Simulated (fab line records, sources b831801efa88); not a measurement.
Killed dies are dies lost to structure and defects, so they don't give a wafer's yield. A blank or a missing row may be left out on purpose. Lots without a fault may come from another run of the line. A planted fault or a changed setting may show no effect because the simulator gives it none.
Chamber matching | flow sky130 | SKY_LI_CONTACT_CMP_24 on cmp-02: 4 sister chambers
The step polishes, stops on PSG, t overpolish 20 s, target thk 0 nm. 8 wafers are shown with their chamber, then 8 later ones without.

WAFERS WITH THEIR CHAMBER
wafer  | chamber | motor_current_A (A) | time_to_endpoint_s (s)
L328.6 | 3       | 9.4                 | 101
L330.3 | 3       | 9.6                 | 102
L330.5 | 2       | 9.6                 | 98
L331.3 | 0       | 10.2                | 99
L331.5 | 1       | 10.7                | 88
L331.6 | 2       | 10.0                | 100
L332.2 | 0       | 10.4                | 93
L332.5 | 1       | 10.8                | 89

WAFERS WITHOUT THEIR CHAMBER
wafer  | motor_current_A (A) | time_to_endpoint_s (s)
L332.6 | 9.8                 | 96
L334.1 | 9.3                 | 99
L334.4 | 9.2                 | 101
L334.6 | 10.2                | 104
L335.1 | 9.9                 | 104
L335.2 | 9.5                 | 103
L335.3 | 9.1                 | 100
L339.2 | 10.6                | 92

WHICH CHAMBER EACH WENT THROUGH
wafer  | from the rows above          | in truth
L332.6 | can't be placed: 2 or 0 or 3 | 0
L334.1 | can't be placed: 3 or 2      | 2
L334.4 | can't be placed: 3 or 2      | 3
L334.6 | can't be placed: 2 or 0 or 3 | 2
L335.1 | can't be placed: 2 or 3 or 0 | 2
L335.2 | can't be placed: 3 or 2      | 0
L335.3 | can't be placed: 3 or 2      | 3
L339.2 | can't be placed: 1 or 0      | 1
Placed correctly: 0 of 8. Can't be placed from these rows: 8 (the true chamber is among the candidates in 7). Placed wrongly: 0.
How it was worked out, from the rows above alone: a wafer's distance from a chamber is the root of the sum, over the readings, of the square of ((its reading less the chamber's mean) divided by the reading's scatter). The wafer belongs to the nearest chamber; if the next one is less than 2 further off, it can't be placed. A chamber's mean is the mean of its shown wafers. The scatter: the root of (the sum of the squares of (reading less its chamber's mean) over the shown wafers, divided by (wafers less chambers)).
